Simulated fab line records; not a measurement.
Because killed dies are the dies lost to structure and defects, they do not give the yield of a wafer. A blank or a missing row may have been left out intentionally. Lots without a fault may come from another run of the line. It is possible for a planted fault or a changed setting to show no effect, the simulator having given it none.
fab line records	flow sky130
record: lots: 5	wafers: 15	last-day: 48
route steps=708 shown LDD_LDN@291 SPACER@304 POLY_CUT@307
lots that met no fault: taken from a fault-free run of the same line
start-h: hours from the record's opening day to when the first of the lot's shown wafers began	wait-h: how many hours have passed since the lot's step before this one	" the same as in the row above	L1.1+2: several wafers, shown together as one row	- either no value or no given start	* or withheld: withheld	< > ~ a bound
route shown NAME@n: a module of which the file shows steps, and the number in the route of the first	usual: mean and standard deviation over wafers with no fault	same: alike in all rows	chamber/n: place in a boat	sites: each site's reading	_std_site: how widely they spread, as a standard deviation	_edge_site: inner sites' mean taken away from outer sites' mean	radius-mm: for every site, how far away it sits from the centre of the wafer	mask NAME#n: copy n	behind: the tool/chamber that last shaped the wafer	hold: what put the lot on hold/how long, in hours/how the hold closed	device: the n, p or np transistor that did not switch	end of line: the route-end tests of the same wafers	a step with no rows: only its recipe	killed: at the first sort, the dies lost to defects and structure; wafer yield is something else	map: dies across one wafer; x = killed, . = not, _ = none there
set.NAME: the run value of the setting; set.NAME@STEP: its run value at that earlier step	model.NAME: the simulator's own value behind a step, which no gauge read
lots at selected steps of the route; one table per step, one row per wafer
services: when a tool's chamber went out of use (start-h, in hours from the record's first day, below 0 if earlier), for how many hours, and the reason
== steps ==
step: SKY_LDD_LDN_COAT_02
recipe: resist: NOVOLAK	spin-rpm: 3000	resist-thk-nm: 1140
lot.wafer	tool	chamber	start-h	wait-h
L076.2+3+4	litho-track-01	0	527.46	0.1
L077.1+3+5	litho-track-02	0	531.09	0.1
L078.2+4+6	litho-track-02	0	552.27	0.1
L086.1+2+6	litho-track-01	0	613.98	0.1
L088.1+2+5	litho-track-02	0	627.74	0.1
step: SKY_LDD_LDN_SOFTBAKE_03
recipe: temp-c: 90	time-s: 60	resist: NOVOLAK
same: time-s: 60
lot.wafer	tool	chamber	start-h	wait-h
L076.2+3+4	litho-track-01	0	527.61	0.1
L077.1+3+5	litho-track-02	0	531.24	0.1
L078.2+4+6	litho-track-02	0	552.42	0.1
L086.1+2+6	litho-track-01	0	614.13	0.1
L088.1+2+5	litho-track-02	0	627.89	0.1
step: SKY_LDD_LDN_EXPOSE_04
recipe: mask-id: LDNTM	na: 0.6	source-shape: conventional	sigma-outer: 0.6	polarization: unpolarized	target-cd-nm: 700	dose-mj: 140
usual: focus-offset-nm: 0.0/0.52
lot.wafer	tool	chamber	start-h	wait-h	mask	focus-offset-nm
L076.2	iline-stepper-01	0	-	-	LDNTM#0	0.0
L076.3	"	0	"	"	LDNTM#0	-0.4
L076.4	"	0	"	"	LDNTM#0	1.0
L077.1	iline-stepper-01	0	-	-	LDNTM#0	0.1
L077.3	"	0	"	"	LDNTM#0	0.2
L077.5	"	0	"	"	LDNTM#0	0.8
L078.2	iline-stepper-02	0	-	-	LDNTM#0	-0.5
L078.4	"	0	"	"	LDNTM#0	0.1
L078.6	"	0	"	"	LDNTM#0	0.0
L086.1	iline-stepper-02	0	-	-	LDNTM#0	0.2
L086.2	"	0	"	"	LDNTM#0	-0.4
L086.6	"	0	"	"	LDNTM#0	-0.1
L088.1	iline-stepper-02	0	-	-	LDNTM#0	-0.4
L088.2	"	0	"	"	LDNTM#0	0.3
L088.5	"	0	"	"	LDNTM#0	-0.3
step: SKY_LDD_LDN_PEB_05
recipe: temp-c: withheld	time-s: *	resist: NOVOLAK
same: time-s: *
lot.wafer	tool	chamber	start-h	wait-h
L076.2+3+4	litho-track-02	0	-	-
L077.1+3+5	litho-track-02	0	-	-
L078.2+4+6	litho-track-01	0	-	-
L086.1+2+6	litho-track-03	0	-	-
L088.1+2+5	litho-track-02	0	-	-
step: SKY_LDD_LDN_DEVELOP_06
recipe: resist: NOVOLAK	developer: TMAH	develop-time-s: 60	dev-temp-c: 23
lot.wafer	tool	chamber	start-h	wait-h
L076.2+3+4	litho-track-02	0	542.12	0.1
L077.1+3+5	litho-track-02	0	545.54	0.1
L078.2+4+6	litho-track-01	0	567.91	0.1
L086.1+2+6	litho-track-03	0	628.63	0.1
L088.1+2+5	litho-track-02	0	642.09	0.1
step: SKY_LDD_LDN_OVL_MEAS_07
usual: LDD_LDN_OVL: -0.3/1.5
lot.wafer	tool	chamber	start-h	wait-h	LDD_LDN_OVL[nm]
L076.2	overlay-01	-	542.25	0.1	2.1
L076.3	"	-	"	"	0.2
L076.4	"	-	"	"	2.2
L077.1	overlay-02	-	545.69	0.1	0.9
L077.3	"	-	"	"	-1.6
L077.5	"	-	"	"	-0.3
L078.2	overlay-02	-	568.04	0.1	-1.9
L078.4	"	-	"	"	-2.7
L078.6	"	-	"	"	-1.1
L086.1	overlay-02	-	628.78	0.1	-0.3
L086.2	"	-	"	"	-1.5
L086.6	"	-	"	"	-3.0
L088.1	overlay-01	-	642.24	0.1	2.4
L088.2	"	-	"	"	0.9
L088.5	"	-	"	"	1.1
step: SKY_LDD_LDN_IMPLANT_08
recipe: species: As	energy-kev: 15	dose-cm2: 1.25e+13	tilt-deg: withheld	rotation-deg: 23
usual: rotation-deg: 23.001/0.018
lot.wafer	tool	chamber	start-h	wait-h	rotation-deg
L076.2	implanter-04	0	542.30	0.0	22.980
L076.3	"	0	"	"	22.988
L076.4	"	0	"	"	22.982
L077.1	implanter-02	0	545.73	0.0	22.999
L077.3	"	0	"	"	23.029
L077.5	"	0	"	"	22.988
L078.2	implanter-02	0	568.09	0.0	23.011
L078.4	"	0	"	"	22.995
L078.6	"	0	"	"	22.975
L086.1	implanter-04	0	628.81	0.0	22.999
L086.2	"	0	"	"	23.015
L086.6	"	0	"	"	22.997
L088.1	implanter-03	0	642.28	0.0	22.983
L088.2	"	0	"	"	22.984
L088.5	"	0	"	"	22.967
step: SKY_LDD_LDN_IMPLANT_09
recipe: species: As	energy-kev: 15	dose-cm2: 1.25e+13	tilt-deg: withheld	rotation-deg: 113
usual: rotation-deg: 113.00/0.024
lot.wafer	tool	chamber	start-h	wait-h	rotation-deg
L076.2	implanter-04	0	542.45	0.1	113.03
L076.3	"	0	"	"	113.02
L076.4	"	0	"	"	112.99
L077.1	implanter-02	0	545.88	0.1	113.01
L077.3	"	0	"	"	112.99
L077.5	"	0	"	"	112.98
L078.2	implanter-02	0	568.24	0.1	112.97
L078.4	"	0	"	"	113.01
L078.6	"	0	"	"	113.00
L086.1	implanter-04	0	628.96	0.1	113.02
L086.2	"	0	"	"	113.02
L086.6	"	0	"	"	113.04
L088.1	implanter-03	0	642.43	0.1	112.98
L088.2	"	0	"	"	112.98
L088.5	"	0	"	"	112.96
step: SKY_LDD_LDN_IMPLANT_10
recipe: species: As	energy-kev: 15	dose-cm2: 1.25e+13	tilt-deg: withheld	rotation-deg: 203
usual: rotation-deg: 203.00/0.03
lot.wafer	tool	chamber	start-h	wait-h	rotation-deg
L076.2	implanter-04	0	542.60	0.1	202.97
L076.3	"	0	"	"	203.02
L076.4	"	0	"	"	203.02
L077.1	implanter-02	0	546.03	0.1	202.97
L077.3	"	0	"	"	203.04
L077.5	"	0	"	"	202.97
L078.2	implanter-02	0	568.39	0.1	202.98
L078.4	"	0	"	"	202.97
L078.6	"	0	"	"	202.96
L086.1	implanter-04	0	629.11	0.1	203.00
L086.2	"	0	"	"	202.97
L086.6	"	0	"	"	202.95
L088.1	implanter-03	0	642.58	0.1	202.99
L088.2	"	0	"	"	203.04
L088.5	"	0	"	"	203.04
step: SKY_LDD_LDN_IMPLANT_11
recipe: species: As	energy-kev: 15	dose-cm2: 1.25e+13	tilt-deg: withheld	rotation-deg: 293
usual: rotation-deg: 293.00/0.041
lot.wafer	tool	chamber	start-h	wait-h	rotation-deg
L076.2	implanter-04	0	542.75	0.1	292.99
L076.3	"	0	"	"	293.04
L076.4	"	0	"	"	292.92
L077.1	implanter-02	0	546.18	0.1	293.03
L077.3	"	0	"	"	293.01
L077.5	"	0	"	"	292.99
L078.2	implanter-02	0	568.54	0.1	292.93
L078.4	"	0	"	"	292.98
L078.6	"	0	"	"	292.94
L086.1	implanter-04	0	629.26	0.1	293.00
L086.2	"	0	"	"	292.99
L086.6	"	0	"	"	293.07
L088.1	implanter-03	0	642.73	0.1	293.00
L088.2	"	0	"	"	292.98
L088.5	"	0	"	"	293.00
step: SKY_LDD_LDN_STRIP_12
recipe: chemistry: O2/N2	power-w: 1400	pressure-mtorr: 1500	platen-temp-c: withheld	o2-flow-sccm: 3000	n2-flow-sccm: 300	overash-fraction: 0.5
usual: drypump-motor-current-A: 5.9/0.5	oes-product-au: 0.716/0.0049	strip-time-to-endpoint-s: 14.18/0.037
lot.wafer	tool	chamber	start-h	wait-h	drypump-motor-current-A	oes-product-au	rf-hours-counter-h	strip-time-to-endpoint-s
L076.2	plasma-asher-04	1	542.88	0.1	6.7	0.710	87	14.28
L076.3	"	0	"	"	5.3	0.719	-	14.21
L076.4	"	1	"	"	6.7	0.718	-	14.24
L077.1	plasma-asher-02	0	546.33	0.1	5.5	0.713	44	14.18
L077.3	"	0	"	"	5.5	0.718	-	14.19
L077.5	"	0	"	"	5.5	0.714	-	14.15
L078.2	plasma-asher-02	1	568.67	0.1	5.9	0.726	46	14.13
L078.4	"	1	"	"	5.9	0.721	-	14.14
L078.6	"	1	"	"	5.9	0.708	-	14.12
L086.1	plasma-asher-04	1	629.41	0.1	6.7	0.710	95	14.07
L086.2	"	0	"	"	5.4	0.716	95	14.12
L086.6	"	0	"	"	5.3	0.710	-	14.13
L088.1	plasma-asher-04	1	642.88	0.1	6.7	0.720	97	14.19
L088.2	"	0	"	"	5.3	0.709	97	14.21
L088.5	"	0	"	"	5.4	0.719	-	14.20
step: SKY_LDD_LDN_TW_MEAS_13
usual: LDD_LDN_TW: 1476/7.4
lot.wafer	tool	chamber	start-h	wait-h	LDD_LDN_TW
L076.2	film-metro-03	-	542.99	0.1	1473
L076.3	"	-	"	"	1477
L076.4	"	-	"	"	1480
L077.1	film-metro-04	-	546.43	0.1	1474
L077.3	"	-	"	"	1467
L077.5	"	-	"	"	1470
L078.2	film-metro-03	-	568.78	0.1	1481
L078.4	"	-	"	"	1484
L078.6	"	-	"	"	1480
L086.1	film-metro-01	-	629.51	0.1	1486
L086.2	"	-	"	"	1493
L086.6	"	-	"	"	1492
L088.1	film-metro-03	-	642.98	0.1	1472
L088.2	"	-	"	"	1481
L088.5	"	-	"	"	1482
step: SKY_LDD_LDN_CLEAN_14
recipe: chemistry: SC1/SC2	mix: 1:4:20	temp-c: 70	time-s: 150	dry: n2-spin
same: time-s: 150
lot.wafer	tool	chamber	start-h	wait-h
L076.2+3+4	wet-bench-03	1	543.04	0.0
L077.1+3+5	wet-bench-01	3	546.49	0.1
L078.2+4+6	wet-bench-03	2	568.83	0.0
L086.1+2+6	wet-bench-03	0	629.57	0.1
L088.1+2+5	wet-bench-01	2	643.04	0.1
step: SKY_SPACER_CVD_00
recipe: material: Si3N4	precursor: DCS/NH3	target-thk-nm: 43.1	temp-c: 770	time-s: 740	pressure-mtorr: 250
usual: zone-power-lower-pct: 12.7/0.67
same: time-s: 740
lot.wafer	tool	chamber	start-h	wait-h	zone-power-lower-pct
L076.2	lpcvd-02	0	543.09	0.0	13.5
L076.3	"	0	"	"	13.1
L076.4	"	0	"	"	13.5
L077.1	lpcvd-02	0	546.84	0.3	13.2
L077.3	"	0	"	"	13.3
L077.5	"	0	"	"	13.3
L078.2	lpcvd-02	0	569.57	0.7	13.1
L078.4	"	0	"	"	13.2
L078.6	"	0	"	"	13.3
L086.1	lpcvd-02	1	630.54	0.9	12.0
L086.2	"	1	"	"	11.9
L086.6	"	1	"	"	12.0
L088.1	lpcvd-02	0	643.91	0.8	13.2
L088.2	"	0	"	"	13.4
L088.5	"	0	"	"	13.4
step: SKY_SPACER_THK_MEAS_01
recipe: reads: Si3N4_of_SPACER_CVD_00
usual: SPACER_CVD_00_THK: 43.1/0.35
lot.wafer	tool	chamber	start-h	wait-h	SPACER_CVD_00_THK[nm]
L076.2	film-metro-03	-	544.30	0.0	43.0
L076.3	"	-	"	"	42.6
L076.4	"	-	"	"	43.2
L077.1	film-metro-02	-	548.05	0.0	42.8
L077.3	"	-	"	"	42.9
L077.5	"	-	"	"	43.1
L078.2	film-metro-03	-	570.79	0.0	43.8
L078.4	"	-	"	"	43.5
L078.6	"	-	"	"	43.4
L086.1	film-metro-02	-	631.75	0.0	43.2
L086.2	"	-	"	"	43.5
L086.6	"	-	"	"	43.5
L088.1	film-metro-03	-	645.11	0.0	43.0
L088.2	"	-	"	"	43.1
L088.5	"	-	"	"	42.6
step: SKY_SPACER_ETCHBACK_02
recipe: chemistry: CH3F/O2	target: Si3N4	stop-on: SiO2	source-w: 400	bias-w: 80	pressure-mtorr: 25	ch3f-flow-sccm: 40	O2_flow_sccm: 30	time-s: 46.7	target-depth-a: 450
usual: ch3f-flow-sccm: 40.01/0.12	drypump-motor-current-A: 5.7/0.39	oes-product-au: 0.854/0.0063	throttle-valve-pct: 10.562/0.0095
same: time-s: 46.7
lot.wafer	tool	chamber	start-h	wait-h	ch3f-flow-sccm	drypump-motor-current-A	oes-product-au	rf-hours-counter-h	throttle-valve-pct
L076.2	rie-diel-03	2	544.35	0.0	39.94	4.8	0.858	1	10.550
L076.3	"	0	"	"	40.07	6.3	0.846	9	10.562
L076.4	"	3	"	"	40.20	5.6	0.856	5	10.556
L077.1	rie-diel-04	2	548.11	0.1	40.01	5.6	0.850	63	10.574
L077.3	"	3	"	"	39.97	5.4	0.854	13	10.572
L077.5	"	3	"	"	40.02	5.4	0.856	-	10.564
L078.2	rie-diel-03	3	570.84	0.0	39.94	5.6	0.858	6	10.571
L078.4	"	2	"	"	40.06	4.7	0.852	2	10.569
L078.6	"	3	"	"	39.98	5.6	0.860	-	10.555
L086.1	rie-diel-01	2	631.81	0.1	39.95	5.4	0.854	0	10.564
L086.2	"	3	"	"	39.96	6.0	0.859	16	10.571
L086.6	"	3	"	"	40.09	6.0	0.856	-	10.559
L088.1	rie-diel-03	2	645.17	0.1	39.92	4.8	0.860	4	10.549
L088.2	"	3	"	"	40.06	5.6	0.859	7	10.560
L088.5	"	2	"	"	39.90	4.8	0.850	-	10.573
step: SKY_POLY_CUT_DEHYDRATE_00
recipe: temp-c: 200	time-s: 60
same: time-s: 60
lot.wafer	tool	chamber	start-h	wait-h
L076.2+3+4	litho-track-01	0	559.01	14.6
L077.1+3+5	litho-track-04	0	562.28	14.2
L078.2+4+6	litho-track-01	0	584.31	13.5
L086.1+2+6	litho-track-04	0	644.78	13.0
L088.1+2+5	litho-track-02	0	659.49	14.3
== services ==
tool	chamber	start-h	hours	kind
rie-diel-01	1	509.37	1.2	repair
rie-diel-01	2	514.75	22.2	repair
plasma-asher-02	-	515.58	13.3	repair
implanter-02	-	521.89	2.9	repair
plasma-asher-04	-	543.83	2.8	pm
rie-diel-01	1	544.62	-	clean
rie-diel-01	1	544.62	27.2	scheduled-down
rie-diel-03	3	548.94	8.1	repair
iline-stepper-01	-	551.03	5.7	repair
implanter-02	-	556.36	4.4	pm
implanter-04	-	567.74	1.7	repair
implanter-03	-	575.57	2.2	pm
wet-bench-03	-	576.48	6.5	repair
lpcvd-02	-	580.52	0.9	repair
plasma-asher-02	-	587.86	15.6	pm
iline-stepper-01	-	604.85	1.7	pm
litho-track-04	-	619.50	-	consumable-replace:filter
rie-diel-01	1	629.39	4.0	repair
rie-diel-04	2	643.23	10.0	repair
implanter-04	-	653.20	4.2	pm
rie-diel-03	0	657.03	9.7	repair
iline-stepper-02	-	657.23	8.9	pm
iline-stepper-01	0	657.31	-	calibration
plasma-asher-02	-	658.97	1.3	repair
== key ==
fault none
